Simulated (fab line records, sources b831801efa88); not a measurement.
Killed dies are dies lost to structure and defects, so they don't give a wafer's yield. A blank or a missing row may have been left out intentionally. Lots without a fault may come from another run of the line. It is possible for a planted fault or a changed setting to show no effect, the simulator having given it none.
Code-filled problem report in 8D (eight disciplines) form ; flow sky130 ; the parts of the form that need people (team, actions taken, sign-off) are left out

== 1. THE ISSUE ==
Wafers free of any fault read 0.283 ohm/sq (standard deviation 0.0046) for LI_CONTACT_W_RS at SKY_LI_CONTACT_RS_MEAS_22, against a mean of 0.192 ohm/sq on 3 wafers of 3 lots. That puts it -20 standard deviations away from the usual mean.
The step: measures by four-point-probe.
Seen first at day 33 01:34 on film metro-02, wafer L477.5. Wafers with a number at this step in the record: 35, from 12 lots. Rule for "out" (also "out of limits"): further than 4 standard deviations from the usual mean. The other wafers with a number count as sound.

== 2. WHAT IT IS, AND WHAT IT ISN'T ==
question;is;is not
which readings at this step;LI_CONTACT_W_RS;-
which lots;L477, L478, L479;L469, L471, L473, L474, L476, L487, L488, L489, L490
which wafers of those lots;L477.5, L478.5, L479.5;L477.1, L477.6, L478.1, L478.6, L479.1
read on which gauges;film metro-02, film metro-03;film metro-04
when;from day 33 01:34;"up to then (17 sound wafers); but 15 sound wafers of L478, L479, L487, L488, L489, L490 came after"

== 3. THE SUSPECTS, EACH WITH WHAT RULES IT OUT ==
Counting: if a tool at a process step up to the reading ran every lot that is out, it stays a suspect. Sound lots after the first of them don't rule it out here, since some wafers of a struck lot are sound.
- the gauge at SKY_LI_CONTACT_RS_MEAS_22: ruled out. The wafers that are out were read on 2 gauges (film metro-02, film metro-03).
- cvd w-02 at SKY_LI_CONTACT_CVD_21 (deposits W, target thk 400 nm, time 120.56 s): kept. It ran every lot that is out, first L477 (day 33 01:26); its last sound lot up to then is L473 (day 31 13:25).
Remaining after the count: cvd w-02 at SKY_LI_CONTACT_CVD_21.

== 4. THE CAUSE (what the simulator had put in) ==
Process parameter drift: cvd w-02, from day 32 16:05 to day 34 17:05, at SKY_LI_CONTACT_CVD_21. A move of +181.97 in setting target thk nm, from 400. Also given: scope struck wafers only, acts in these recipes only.
The count eliminated every tool but this one.

== 5. SEQUENCE OF EFFECTS, ordered by route ==
Rows list readings where the struck wafers' mean (over those with a number) sits beyond 3 standard deviations from the usual. Readings are gone through only where the record gives a usual standard deviation; hours: the median, over the lots, of the time from a lot's start at the first step in this table giving one to that lot's start at this step; sigmas: the change measured in usual standard deviations.
hours;step;reading;usual;on struck wafers;change;sigmas
0;SKY_LI_CONTACT_RS_MEAS_22;LI_CONTACT_W_RS;0.283 ohm/sq;0.192;-0.091;-20
8;SKY_LI_CONTACT_CMP_24;time to endpoint s;100 s;144;+44;+13
Process steps it contains:
- SKY_LI_CONTACT_CMP_24: polishes, stops on PSG, t overpolish 20 s, target thk 0 nm.

== 6. WHAT WOULD HAVE CAUGHT IT SOONER ==
9 hours passed between the start of the fault at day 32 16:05 and the first reading out of limits at a measuring or inspecting step in this record, taken at day 33 01:34.
Of the tool readings at SKY_LI_CONTACT_CVD_21 for which the record gives a usual standard deviation, none was out on any struck wafer, so an alarm limit of 4 standard deviations on them would not have fired.
L478, L479, from the lots that are out (3), started SKY_LI_CONTACT_CVD_21 on cvd w-02 later than day 33 01:34. A hold on the tool at that time would have spared those 2.
